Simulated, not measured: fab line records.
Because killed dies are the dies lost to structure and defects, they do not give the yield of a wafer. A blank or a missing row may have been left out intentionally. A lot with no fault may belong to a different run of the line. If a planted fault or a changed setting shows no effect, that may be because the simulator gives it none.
Which tool is to blame?	flow gf180mcu	72 wafers from 24 lots sampled at 5 of the route's 602 steps

== WHAT THE GAUGES READ, wafer by wafer ==
GF_M2_CD_MEAS_14: target cd 280 nm. Usual: cd nm 280.5 nm, standard deviation 1.1.
lot	measured	on	cd nm (nm)	flag
L074	day 19 06:13	cd sem-01	279.2 280.6 280.5	
L075	day 19 13:03	cd sem-01	280.1 280.4 280.5	
L076	day 19 23:43	cd sem-01	279.0 279.8 281.0	
L077	day 20 08:59	cd sem-01	279.6 280.1 280.3	
L078	day 20 20:02	cd sem-01	281.2 280.0 281.0	
L079	day 21 07:20	cd sem-01	282.8 282.1 281.8	
L080	day 21 21:21	cd sem-02	282.4 281.0 280.6	
L081	day 21 22:19	cd sem-01	280.4 280.8 280.3	
L082	day 22 14:26	cd sem-01	281.1 280.7 280.9	
L083	day 23 05:10	cd sem-02	279.8 281.4 281.8	
L084	day 23 07:22	cd sem-02	278.0 276.9 278.8	
L085	day 23 13:48	cd sem-01	281.8 281.9 280.8	
L086	day 23 16:41	cd sem-01	280.1 281.3 281.2	
L087	day 24 10:26	cd sem-02	281.7 281.3 281.4	
L088	day 24 14:13	cd sem-01	280.3 279.9 281.0	
L089	day 24 21:16	cd sem-02	279.4 279.4 279.4	
L090	day 25 09:03	cd sem-02	281.3 281.0 280.5	
L091	day 25 13:22	cd sem-01	279.7 279.9 279.3	
L092	day 25 17:26	cd sem-02	280.8 281.6 281.8	
L093	day 26 05:05	cd sem-02	281.0 280.6 280.7	
L094	day 26 11:24	cd sem-01	280.9 280.7 280.7	
L095	day 26 14:55	cd sem-01	281.7 281.2 280.9	
L096	day 26 22:58	cd sem-01	281.7 280.6 280.5	
L097	day 27 10:23	cd sem-02	278.0 277.3 276.9	

GF_MIM_RS_MEAS_10: measurement is done with a four-point probe. Usual: MIM_ALCU_RS 0.1554 ohm/sq, standard deviation 0.0026.
lot	measured	on	MIM_ALCU_RS (ohm/sq)	flag
L074	day 24 13:32	film metro-01	0.1549 0.1559 0.1570	
L075	day 24 20:44	film metro-01	0.1500 0.1548 0.1556	
L076	day 25 05:10	film metro-03	0.1532 0.1486 0.1538	
L077	day 25 14:05	film metro-04	0.1500 0.1553 0.1547	
L078	day 26 00:17	film metro-04	0.1570 0.1581 0.1580	
L079	day 26 10:06	film metro-03	0.1583 0.1572 0.1580	
L080	day 26 21:08	film metro-04	0.1533 0.1533 0.1492	
L081	day 26 22:23	film metro-01	0.1556 0.1540 0.1491	
L082	day 27 13:50	film metro-01	0.1557 0.1572 0.1566	
L083	day 28 00:22	film metro-03	0.1564 0.1569 0.1574	
L084	day 28 03:11	film metro-03	0.1576 0.1491 0.1531	
L085	day 28 09:49	film metro-03	0.1539 0.1527 0.1560	
L086	day 28 12:52	film metro-04	0.1525 0.1557 0.1542	
L087	day 29 02:05	film metro-01	0.1569 0.1570 0.1554	
L088	day 29 06:35	film metro-01	0.1555 0.1522 0.1535	
L089	day 29 12:16	film metro-04	0.1582 0.1557 0.1572	
L090	day 29 20:50	film metro-01	0.1544 0.1600 0.1554	
L091	day 30 02:13	film metro-01	0.1545 0.1550 0.1561	
L092	day 30 06:44	film metro-01	0.1554 0.1565 0.1551	
L093	day 30 15:14	film metro-04	0.1607 0.1590 0.1598	
L094	day 30 20:48	film metro-04	0.1550 0.1519 0.1517	
L095	day 31 00:41	film metro-01	0.1566 0.1586 0.1564	
L096	day 31 06:28	film metro-03	0.1554 0.1590 0.1541	
L097	day 31 18:30	film metro-04	0.1540 0.1577 0.1548	

== WHICH TOOL RAN EACH LOT (tool, then ch and the chambers of the sampled wafers, then the start) ==
lot	GF_SAB_ETCH_11	GF_M4_SPUTTER_01	GF_MIM_SPUTTER_04
L074	rie diel-02 ch 2,3, day 15 03:56	pvd sputter-03, day 22 12:26	pvd sputter-01, day 24 13:14
L075	rie diel-04 ch 1,2,3, day 15 10:47	pvd sputter-03, day 22 19:38	pvd sputter-04, day 24 20:31
L076	rie diel-01 ch 0,1,3, day 15 19:02	pvd sputter-03, day 23 05:08	pvd sputter-04, day 25 04:56
L077	rie diel-04 ch 0,1,3, day 16 03:52	pvd sputter-04, day 23 14:22	pvd sputter-04, day 25 13:50
L078	rie diel-01 ch 0,1,2, day 16 13:50	pvd sputter-01, day 24 00:43	pvd sputter-02, day 26 00:02
L079	rie diel-04 ch 0,2,3, day 17 01:22	pvd sputter-04, day 24 11:03	pvd sputter-02, day 26 09:50
L080	rie diel-01 ch 0,1,2, day 17 14:59	pvd sputter-01, day 24 23:11	pvd sputter-04, day 26 20:53
L081	rie diel-04 ch 1,3, day 17 16:41	pvd sputter-03, day 25 01:01	pvd sputter-04, day 26 22:08
L082	rie diel-04 ch 0,2,3, day 18 07:47	pvd sputter-04, day 25 16:40	pvd sputter-02, day 27 13:37
L083	rie diel-04 ch 1,2, day 18 23:16	pvd sputter-04, day 26 04:31	pvd sputter-01, day 28 00:08
L084	rie diel-01 ch 0,1,3, day 19 00:50	pvd sputter-01, day 26 06:59	pvd sputter-04, day 28 02:56
L085	rie diel-01 ch 0,1, day 19 08:07	pvd sputter-03, day 26 13:41	pvd sputter-04, day 28 09:34
L086	rie diel-02 ch 1,2, day 19 12:13	pvd sputter-04, day 26 17:04	pvd sputter-02, day 28 12:38
L087	rie diel-04 ch 0,2, day 20 06:22	pvd sputter-04, day 27 07:16	pvd sputter-01, day 29 01:52
L088	rie diel-04 ch 1,3, day 20 11:40	pvd sputter-04, day 27 11:52	pvd sputter-02, day 29 06:22
L089	rie diel-01 ch 0,1, day 20 19:28	pvd sputter-04, day 27 18:13	pvd sputter-02, day 29 12:01
L090	rie diel-01 ch 2,3, day 21 06:17	pvd sputter-01, day 28 04:09	pvd sputter-04, day 29 20:35
L091	rie diel-01 ch 1,3, day 21 11:07	pvd sputter-01, day 28 08:31	pvd sputter-01, day 30 01:56
L092	rie diel-02 ch 1,3, day 21 17:14	pvd sputter-04, day 28 13:23	pvd sputter-02, day 30 06:31
L093	rie diel-01 ch 0,1,2, day 22 05:28	pvd sputter-04, day 28 22:49	pvd sputter-02, day 30 15:01
L094	rie diel-02 ch 0,2,3, day 22 12:28	pvd sputter-01, day 29 05:01	pvd sputter-04, day 30 20:33
L095	rie diel-04 ch 0,2,3, day 22 15:14	pvd sputter-01, day 29 08:28	pvd sputter-02, day 31 00:27
L096	rie diel-02 ch 0,1, day 23 03:01	pvd sputter-04, day 29 14:55	pvd sputter-01, day 31 06:12
L097	rie diel-02 ch 0,1,3, day 23 13:35	pvd sputter-03, day 30 02:31	pvd sputter-01, day 31 18:14
- GF_SAB_ETCH_11: etches SiO2 in C4F8/O2/Ar, target depth 55 nm, time 8.5 s.
- GF_M4_SPUTTER_01: material TiN, target thk 30 nm, time 25 s.
- GF_MIM_SPUTTER_04: material TiN, target thk 50 nm, time 41.7 s.

== WHAT THE TOOLS THEMSELVES READ (means of the sampled wafers that have a number; where no wafer has one, the mark that the record gives instead) ==
GF_SAB_ETCH_11. Usual: oes product au 1.009 a.u., standard deviation 0.015.
lot	tool	oes product au (a.u.)	flag
L074	rie diel-02	1.004	
L075	rie diel-04	1.023	
L076	rie diel-01	1.005	
L077	rie diel-04	1.003	
L078	rie diel-01	1.014	
L079	rie diel-04	1.020	
L080	rie diel-01	1.011	
L081	rie diel-04	1.006	
L082	rie diel-04	1.013	
L083	rie diel-04	1.012	
L084	rie diel-01	1.008	
L085	rie diel-01	1.026	
L086	rie diel-02	0.982	
L087	rie diel-04	1.011	
L088	rie diel-04	1.010	
L089	rie diel-01	1.010	
L090	rie diel-01	0.989	
L091	rie diel-01	0.992	
L092	rie diel-02	1.009	
L093	rie diel-01	1.018	
L094	rie diel-02	1.017	
L095	rie diel-04	1.008	
L096	rie diel-02	1.004	
L097	rie diel-02	1.014	

GF_M4_SPUTTER_01. Usual: throttle valve pct 30.1 %, standard deviation 0.84.
lot	tool	throttle valve pct (%)	flag
L074	pvd sputter-03	29.8	
L075	pvd sputter-03	29.6	
L076	pvd sputter-03	29.9	
L077	pvd sputter-04	29.3	
L078	pvd sputter-01	30.6	
L079	pvd sputter-04	30.5	
L080	pvd sputter-01	30.5	
L081	pvd sputter-03	29.6	
L082	pvd sputter-04	29.5	
L083	pvd sputter-04	30.8	
L084	pvd sputter-01	30.6	
L085	pvd sputter-03	29.9	
L086	pvd sputter-04	29.9	
L087	pvd sputter-04	29.5	
L088	pvd sputter-04	29.4	
L089	pvd sputter-04	29.1	
L090	pvd sputter-01	30.3	
L091	pvd sputter-01	30.3	
L092	pvd sputter-04	29.2	
L093	pvd sputter-04	30.0	
L094	pvd sputter-01	30.4	
L095	pvd sputter-01	30.5	
L096	pvd sputter-04	30.5	
L097	pvd sputter-03	29.6	

GF_MIM_SPUTTER_04. Usual: throttle valve pct 30.0 %, standard deviation 1.
lot	tool	throttle valve pct (%)	flag
L074	pvd sputter-01	30.4	
L075	pvd sputter-04	30.0	
L076	pvd sputter-04	30.3	
L077	pvd sputter-04	29.5	
L078	pvd sputter-02	30.2	
L079	pvd sputter-02	29.8	
L080	pvd sputter-04	30.4	
L081	pvd sputter-04	29.8	
L082	pvd sputter-02	28.6	
L083	pvd sputter-01	30.5	
L084	pvd sputter-04	29.3	
L085	pvd sputter-04	29.8	
L086	pvd sputter-02	30.6	
L087	pvd sputter-01	30.2	
L088	pvd sputter-02	30.5	
L089	pvd sputter-02	29.8	
L090	pvd sputter-04	30.8	
L091	pvd sputter-01	30.5	
L092	pvd sputter-02	28.7	
L093	pvd sputter-02	29.5	
L094	pvd sputter-04	30.0	
L095	pvd sputter-02	29.6	
L096	pvd sputter-01	30.1	
L097	pvd sputter-01	30.6	

== THE ANSWER, worked out from the rows above alone ==
Rule: a lot counts as off when the mean over its wafers that have a number is more than 3 standard deviations away from the usual mean. Also off: a lot with no number at a reading for which 4 or more lots have one. Where the step has rows for the other lots, those lots are counted as sound. Order of review: gauges by route order, followed by the tools' own readings, for which a lot's mean as printed above is used. The first step at which some lot is off is used, and at that step the reading that is off furthest; a lot without a number counts as furthest.
No lot is off on any of the readings shown, so nothing can be concluded from this.

== WHAT HAD BEEN PUT IN BY THE SIMULATOR ==
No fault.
